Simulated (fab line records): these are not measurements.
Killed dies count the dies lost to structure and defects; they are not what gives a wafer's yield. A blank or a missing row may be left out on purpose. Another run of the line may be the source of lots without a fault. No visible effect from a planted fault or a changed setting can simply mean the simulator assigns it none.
Problem report, 8D (eight disciplines) form, completed by code | flow sky130 | the parts of the form that need people (team, actions taken, sign-off) are left out

## 1. PROBLEM STATEMENT
Across 9 wafers from 3 lots, SD_N_RS at SKY_SD_N_RS_MEAS_16 averages 66.04 ohm/sq, while fault-free wafers read 68.55 ohm/sq with a standard deviation of 0.16. Relative to the usual mean, that is a shift of -16 standard deviations.
The step: measures by four-point-probe.
Earliest sighting: wafer L906.2 on film metro-01 at day 31 22:32. The record has a number at this step for 33 wafers belonging to 11 lots. The rule behind "out" and "out of limits": a value lying over 4 standard deviations away from the usual mean. The other wafers with a number count as sound.

## 2. WHAT THIS IS AND IS NOT
question                    | is                           | is not
which readings at this step | SD_N_RS                      | -
which lots                  | L906, L908, L909             | L895, L897, L899, L901, L902, L915, L916, L917
which wafers of those lots  | all that have a number       | -
read on which gauges        | film metro-01, film metro-02 | film metro-03
when                        | from day 31 22:32            | up to then (15 sound wafers); but 9 sound wafers of L915, L916, L917 came after

## 3. SUSPECTS, AND WHAT RULES EACH OUT
Counting: a tool at any process step up to the reading remains a suspect when it ran all the lots that are out and ran no sound lot after the first of those.
- ruled out: the gauge at SKY_SD_N_RS_MEAS_16. Those wafers that are out were read across 2 gauges (film metro-01, film metro-02).
- implanter-04 at SKY_SD_N_IMPLANT_09: ruled out as a lasting fault. After its first lot that is out, L906 (day 31 21:51), sound lots L916 ran on it.
- plasma asher-02 at SKY_SD_N_STRIP_11 (strips in O2/N2): ruled out as a lasting fault. After its first lot that is out, L906 (day 31 22:08), sound lots L916 ran on it.
Left after counting: nothing in the record.

## 4. THE CAUSE (what the simulator had put in)
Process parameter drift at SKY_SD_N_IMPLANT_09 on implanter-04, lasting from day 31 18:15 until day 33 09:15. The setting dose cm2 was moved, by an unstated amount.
It was ruled out by counting, in error; the rule expects a fault to strike all lots run on its tool from its start on, and this fault did not.

## 5. THE CHAIN OF EFFECTS, in route order
Each row: a reading whose mean over the struck wafers that have a number lies more than 3 standard deviations from the usual. Scope: only readings with a usual standard deviation given in the record; hours: median across lots of the time from each lot's start at the first step in this table that gives one to its start at this step; sigmas: change in usual standard deviations.
hours | step                | reading                  | usual        | on struck wafers | change | sigmas
0     | SKY_SD_N_IMPLANT_09 | beam on s                | 17.1 s       | 23.6             | +6.5   | +4.3
0     | SKY_SD_N_IMPLANT_09 | dose ions cm2            | 4e+15        | 6e+15            | +2e+15 | +99 or more
0     | SKY_SD_N_STRIP_11   | strip time to endpoint s | 22.55 s      | 23.47            | +0.92  | +29
1     | SKY_SD_N_RS_MEAS_16 | SD_N_RS                  | 68.55 ohm/sq | 66.04            | -2.51  | -16
Here are the process steps it includes:
- SKY_SD_N_IMPLANT_09
- SKY_SD_N_STRIP_11: strips in O2/N2.
Later measuring or inspecting steps at which every struck wafer that the step has a row for has a number for every such reading, and none has moved that far: SKY_LI_CONTACT_THK_MEAS_01.

## 6. WHAT WOULD HAVE CAUGHT IT SOONER
4 hours passed between the start of the fault at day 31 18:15 and the first reading out of limits at a measuring or inspecting step in this record, taken at day 31 22:32.
At SKY_SD_N_IMPLANT_09, the tool's own readings (dose ions cm2) were out on each struck wafer the step has a row for, so an alarm limit on them would have fired on the first such wafer.
